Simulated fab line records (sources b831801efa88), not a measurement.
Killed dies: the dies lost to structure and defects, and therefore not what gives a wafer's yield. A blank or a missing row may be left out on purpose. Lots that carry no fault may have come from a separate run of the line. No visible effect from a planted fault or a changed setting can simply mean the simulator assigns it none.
8D (eight disciplines) problem report, filled in by code | flow gf180mcu | the parts of the form that need people (team, actions taken, sign-off) are left out

== 1. WHAT WENT WRONG ==
head pressure psi at GF_CONTACT_CMP_27 reads a mean of 4.409 psi on 2 wafers of 2 lots; wafers without a fault read 3.500 psi with a standard deviation of 0.0079. So: +99 or more standard deviations from the usual mean.
The step: polishes, stops on SiO2, t overpolish 15 s, target thk 0 nm.
Earliest sighting: wafer L128.1 on cmp-02 at day 17 16:30. Wafers with a number at this step in the record: 42, from 14 lots. Rule for "out", or "out of limits": more than 4 standard deviations from the usual mean. Any other wafer with a number is counted as sound.

== 2. WHAT IT IS; WHAT IT IS NOT ==
question                    | is                                    | is not
which readings at this step | head pressure psi, time to endpoint s | overpolish run s
which lots                  | L128, L130                            | L124, L125, L126, L133, L139, L140, L141, L142, L144, L145, L146, L147
which wafers of those lots  | L128.1, L130.3                        | L128.2, L128.6, L130.4, L130.5
read on which tools         | cmp-02                                | cmp-01
when                        | from day 17 16:30                     | up to then (11 sound wafers); but 29 sound wafers of L130, L133, L139, L140, L141, L142, L144, L145, L146, L147 came after

== 3. SUSPECTS, AND WHAT RULES EACH OUT ==
Counting: any tool at a process step up to the reading remains a suspect provided it ran every lot that is out. Sound lots after the first of them don't rule it out here, since some wafers of a struck lot are sound.
- cmp-02 at GF_CONTACT_CMP_27 (polishes, stops on SiO2, t overpolish 15 s, target thk 0 nm): kept. It processed each lot that is out (first: L128, day 17 16:30); up to then, its last sound lot is L126 (day 17 00:28). Out on those wafers are its own readings of head pressure psi, time to endpoint s.
- At GF_CONTACT_CMP_27, inside cmp-02: chamber 1 took the wafers that are out, while their sound lot-mates went through chambers 0, 2, 3.
Left after counting: cmp-02 at GF_CONTACT_CMP_27.

== 4. THE CAUSE (what the simulator had put in) ==
cmp-02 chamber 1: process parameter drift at GF_CONTACT_CMP_27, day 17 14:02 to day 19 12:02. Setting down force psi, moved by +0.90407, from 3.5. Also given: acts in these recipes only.
This tool alone remained once counting was done.

== 5. THE EFFECT CHAIN, in route order ==
Each row: a reading whose mean over the struck wafers that have a number lies more than 3 standard deviations from the usual. Readings are gone through only where the record gives a usual standard deviation; hours: the median, over the lots, of the time from a lot's start at the first step in this table giving one to that lot's start at this step; sigmas: the change measured in usual standard deviations.
hours | step              | reading            | usual     | on struck wafers | change | sigmas
0     | GF_CONTACT_CMP_27 | head pressure psi  | 3.500 psi | 4.409            | +0.909 | +99 or more
0     | GF_CONTACT_CMP_27 | time to endpoint s | 72 s      | 54               | -18    | -5.6
It contains these process steps:
- GF_CONTACT_CMP_27: polishes, stops on SiO2, t overpolish 15 s, target thk 0 nm.
At these later measuring or inspecting steps, every struck wafer for which the step has a row has a number for every such reading, and none has moved that far: GF_PASSIVATION_BOW_MEAS_14.

== 6. HOW IT WOULD HAVE BEEN CAUGHT EARLIER ==
2 hours passed between the start of the fault at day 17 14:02 and the first reading out of limits in this record, taken at day 17 16:30.
